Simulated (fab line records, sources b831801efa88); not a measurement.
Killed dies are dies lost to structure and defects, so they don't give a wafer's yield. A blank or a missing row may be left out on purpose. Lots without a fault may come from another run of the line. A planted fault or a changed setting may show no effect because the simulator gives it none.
Problem report in the 8D (eight disciplines) form, filled by code | flow sky130 | the parts of the form that need people (team, actions taken, sign-off) are left out

1. THE PROBLEM
rf_fwd_power_W at SKY_POLY_GATE_ETCH_16 reads a mean of 334.9 W on 6 wafers of 2 lots; wafers without a fault read 398.2 W with a standard deviation of 1.4. That is -45 standard deviations from the usual mean.
The step: etches Si3N4 in CH3F/O2, stops on poly-Si, time 147.5 s, target depth 75 nm.
First seen on wafer L809.1, day 23 13:34, on rie_diel-03. The record holds 39 wafers of 13 lots with a number at this step. Rule for "out", or "out of limits": more than 4 standard deviations from the usual mean. The other wafers with a number count as sound.

2. WHAT IT IS AND WHAT IT IS NOT
question                    | is                     | is not
which readings at this step | rf_fwd_power_W         | chamber_pressure_mTorr, drypump_motor_current_A, oes_product_au, throttle_valve_pct
which lots                  | L809, L811             | L790, L791, L792, L793, L794, L795, L796, L798, L800, L801, L813
which wafers of those lots  | all that have a number | -
read on which tools         | rie_diel-03            | rie_diel-01, rie_diel-02
when                        | from day 23 13:34      | up to then (30 sound wafers); but 3 sound wafers of L813 came after

3. SUSPECTS, AND WHAT RULES EACH OUT
Counting: a tool at a process step up to the reading stays a suspect if it ran every lot that is out and no sound lot after the first of them.
- rie_diel-03 at SKY_POLY_GATE_ETCH_16 (etches Si3N4 in CH3F/O2, stops on poly-Si, time 147.5 s, target depth 75 nm): kept. It ran every lot that is out, first L809 (day 23 13:34), and no sound lot after that; its last sound lot up to then is L800 (day 20 08:38). Its own readings are out on those wafers: rf_fwd_power_W.
Left after counting: rie_diel-03 at SKY_POLY_GATE_ETCH_16.

4. THE CAUSE (what the simulator had put in)
Process parameter drift: rie_diel-03, from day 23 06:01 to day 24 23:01, at SKY_POLY_GATE_ETCH_16. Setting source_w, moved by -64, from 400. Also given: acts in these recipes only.
Counting left only this tool.

5. THE CHAIN OF EFFECTS, in route order
Each row: a reading whose mean over the struck wafers that have a number lies more than 3 standard deviations from the usual. Only readings for which the record gives a usual standard deviation are gone through. hours: the time from each lot's start at the first step in this table that gives one to its start at this step, as a median over the lots. sigmas: the change in usual standard deviations.
hours | step                  | reading        | usual   | on struck wafers | change | sigmas
0     | SKY_POLY_GATE_ETCH_16 | rf_fwd_power_W | 398.2 W | 334.9            | -63.3  | -45
The process steps in it:
- SKY_POLY_GATE_ETCH_16: etches Si3N4 in CH3F/O2, stops on poly-Si, time 147.5 s, target depth 75 nm.
Later measuring or inspecting steps at which every struck wafer that the step has a row for has a number for every such reading, and none has moved that far: SKY_LDD_N_OVL_MEAS_07, SKY_LDD_P_CD_MEAS_07, SKY_LDD_HVN_OVL_MEAS_07.

6. WHAT WOULD HAVE CAUGHT IT SOONER
In this record the first reading out of limits was taken at day 23 13:34, 8 hours after the fault began at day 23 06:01.
